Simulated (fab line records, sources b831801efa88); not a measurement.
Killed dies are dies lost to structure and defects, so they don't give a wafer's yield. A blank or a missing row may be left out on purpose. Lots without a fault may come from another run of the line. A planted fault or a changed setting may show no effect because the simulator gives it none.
Which tool did it? | flow gf180mcu | 11 lots, 32 wafers sampled, at 3 steps of a route of 602

WHAT THE GAUGES READ, wafer by wafer
GF_V4_RS_MEAS_24: measures by four-point-probe.
lot  | measured     | on            | V4_W_RS (ohm/sq)
L847 | day 24 05:56 | film_metro-03 | 0.327 0.327 0.330
L848 | day 24 07:36 | film_metro-01 | 0.322 0.328 0.331
L849 | day 24 23:10 | film_metro-04 | 0.330 0.329 0.320
L850 | day 25 08:19 | film_metro-01 | 0.320 0.330 0.324
L860 | day 28 18:47 | film_metro-03 | 0.555 0.544
L861 | day 28 20:39 | film_metro-01 | 0.325 0.542 0.323
L862 | day 29 13:21 | film_metro-04 | 0.322 0.557 0.325
L863 | day 29 23:33 | film_metro-04 | 0.324 0.332 0.330
L866 | day 30 15:30 | film_metro-04 | 0.331 0.328 0.332
L867 | day 30 21:39 | film_metro-01 | 0.323 0.327 0.321
L868 | day 31 02:44 | film_metro-04 | 0.330 0.323 0.325

WHICH TOOL RAN EACH LOT (tool, then ch and the chambers of the sampled wafers, then the start)
lot  | GF_V4_STRIP_18                       | GF_V4_CVD_23
L847 | plasma_asher-02 ch 0,1, day 24 05:10 | cvd_w-01 ch 0,1, day 24 05:48
L848 | plasma_asher-04 ch 0,1, day 24 06:44 | cvd_w-02 ch 0,1, day 24 07:28
L849 | plasma_asher-01 ch 0,1, day 24 22:23 | cvd_w-02 ch 0,1, day 24 23:02
L850 | plasma_asher-02 ch 0,1, day 25 07:11 | cvd_w-02 ch 0,1, day 25 08:13
L860 | plasma_asher-02 ch 1, day 28 17:59   | cvd_w-01 ch 1, day 28 18:39
L861 | plasma_asher-04 ch 1, day 28 19:53   | cvd_w-01 ch 0, day 28 20:31
L862 | plasma_asher-01 ch 0,1, day 29 12:34 | cvd_w-01 ch 0,1, day 29 13:14
L863 | plasma_asher-04 ch 0,1, day 29 22:40 | cvd_w-02 ch 0,1, day 29 23:25
L866 | plasma_asher-04 ch 0,1, day 30 14:42 | cvd_w-02 ch 0,1, day 30 15:22
L867 | plasma_asher-02 ch 0,1, day 30 20:50 | cvd_w-02 ch 0,1, day 30 21:31
L868 | plasma_asher-04 ch 0,1, day 31 01:58 | cvd_w-02 ch 0,1, day 31 02:38
- GF_V4_STRIP_18: strips in O2/N2.
- GF_V4_CVD_23: deposits W, target thk 350 nm, time 104.9 s.

THE ANSWER, worked out from the rows above alone
Rule: what is usual is taken from the lots themselves. Put in order of their means at a reading, lots are off if they are a third of the lots or fewer, leave a main group of 4 or more, and stand apart from it by a gap of 3 or more times the standard deviation of the main group's means; of several such gaps the widest counts. A main group whose means are all the same, to the digits that the tables above print for the reading, isn't used. A lot without any number at a reading at which 4 lots or more have one is off too. The other lots that the step has rows for count as sound.
Off: L860, L861, L862, at GF_V4_RS_MEAS_24 (V4_W_RS). The main group: mean 0.327 ohm/sq, standard deviation 0.002.
A tool fits if, at a process step before that reading, it ran every lot that is off, and no sound lot after the first of them. The gauges at GF_V4_RS_MEAS_24 are tried like those tools. One fits: cvd_w-01 at GF_V4_CVD_23. Its last sound lot is L847 (day 24 05:48), its first lot that is off L860 (day 28 18:39): a fault that began between those two fits.

WHAT THE SIMULATOR HAD PUT IN
Process parameter drift: cvd_w-01, from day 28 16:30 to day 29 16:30, at GF_V4_CVD_23. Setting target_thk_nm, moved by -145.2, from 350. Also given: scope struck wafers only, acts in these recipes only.
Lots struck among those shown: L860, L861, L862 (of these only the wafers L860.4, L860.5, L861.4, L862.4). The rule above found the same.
